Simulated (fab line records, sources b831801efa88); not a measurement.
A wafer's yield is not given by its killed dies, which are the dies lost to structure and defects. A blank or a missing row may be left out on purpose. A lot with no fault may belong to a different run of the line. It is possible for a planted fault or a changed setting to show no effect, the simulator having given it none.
Code-filled problem report in 8D (eight disciplines) form || flow gf180mcu || the parts of the form that need people (team, actions taken, sign-off) are left out

## 1. THE PROBLEM
Mean CONTACT_W_RS at GF_CONTACT_RS_MEAS_25: 0.321 ohm/sq over 5 wafers in 3 lots; fault-free wafers: 0.381 ohm/sq, standard deviation 0.0087. Relative to the usual mean, that is a shift of -6.9 standard deviations.
The step: measures by four-point-probe.
First seen on wafer L169.4, day 19 19:59, on film_metro-03. At this step, 36 wafers from 12 lots have a number in the record. The rule behind "out" and "out of limits": a value lying over 4 standard deviations away from the usual mean. The other wafers with a number count as sound.

## 2. WHAT IT IS; WHAT IT IS NOT
{"question": "which readings at this step", "is": "CONTACT_W_RS", "is not": "-"}
{"question": "which lots", "is": "L169, L170, L171", "is not": "L161, L162, L163, L164, L168, L179, L180, L181, L182"}
{"question": "which wafers of those lots", "is": "L169.4, L169.6, L170.4, L170.5, L171.3", "is not": "L169.3, L170.3, L171.1, L171.4"}
{"question": "read on which gauges", "is": "film_metro-01, film_metro-03", "is not": "film_metro-04"}
{"question": "when", "is": "from day 19 19:59", "is not": "up to then (16 sound wafers); but 15 sound wafers of L170, L171, L179, L180, L181, L182 came after"}

## 3. THE SUSPECTS, EACH WITH WHAT RULES IT OUT
Counting: if a tool at a process step up to the reading ran every lot that is out, it stays a suspect. Sound lots after the first of them don't rule it out here, since some wafers of a struck lot are sound.
- the gauge at GF_CONTACT_RS_MEAS_25 has been ruled out. 2 gauges (film_metro-01, film_metro-03) read the wafers that are out.
- cvd_w-01 at GF_CONTACT_CVD_24 (deposits W, target thk 300 nm, time 90.339 s): kept. Every lot that is out went through it, the first being L169 (day 19 19:53); the last sound lot it ran before that was L168 (day 19 14:56). Its own susceptor_temp_C readings are out on those wafers.
- The sound lot-mates ran in chamber 0 of cvd_w-01 at GF_CONTACT_CVD_24, but the wafers that are out ran in chamber 1.
After counting, what remains is cvd_w-01 at GF_CONTACT_CVD_24.

## 4. THE CAUSE (what the simulator had put in)
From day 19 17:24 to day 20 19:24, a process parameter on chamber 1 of cvd_w-01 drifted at GF_CONTACT_CVD_24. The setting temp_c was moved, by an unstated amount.
Only this tool survived the counting.

## 5. THE CHAIN OF EFFECTS, in route order
Each row: a reading where the mean over the struck wafers with a number is more than 3 standard deviations away from the usual. Readings are gone through only where the record gives a usual standard deviation; hours: the median, over the lots, of the time from a lot's start at the first step in this table giving one to that lot's start at this step; sigmas: the change measured in usual standard deviations.
{"hours": 0, "step": "GF_CONTACT_CVD_24", "reading": "susceptor_temp_C", "usual": "399.98 C", "on struck wafers": 407.63, "change": "+7.65", "sigmas": "+31"}
{"hours": 0, "step": "GF_CONTACT_RS_MEAS_25", "reading": "CONTACT_W_RS", "usual": "0.381 ohm/sq", "on struck wafers": 0.321, "change": -0.060, "sigmas": -6.9}
{"hours": 0, "step": "GF_CONTACT_THK_MEAS_26", "reading": "CONTACT_W_THK", "usual": "299 nm", "on struck wafers": 351, "change": "+52", "sigmas": "+7.7"}
{"hours": 0, "step": "GF_CONTACT_CMP_27", "reading": "time_to_endpoint_s", "usual": "72.5 s", "on struck wafers": 85.2, "change": "+12.7", "sigmas": "+4.4"}
The process steps in it:
- GF_CONTACT_CVD_24: deposits W, target thk 300 nm, time 90.339 s.
- GF_CONTACT_CMP_27: polishes, stops on SiO2, t overpolish 15 s, target thk 0 nm.

## 6. HOW IT WOULD HAVE BEEN CAUGHT EARLIER
Counted from the fault's start at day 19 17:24, it took 3 hours until the first out-of-limits reading at a measuring or inspecting step in this record, taken at day 19 19:59.
Tool's own readings at GF_CONTACT_CVD_24, susceptor_temp_C: out on all struck wafers the step has rows for; an alarm limit on them would have tripped on the first.
Of the lots that are out (3), L170, L171 began GF_CONTACT_CVD_24 on cvd_w-01 after day 19 19:59. A hold on the tool at that time would have spared those 2.
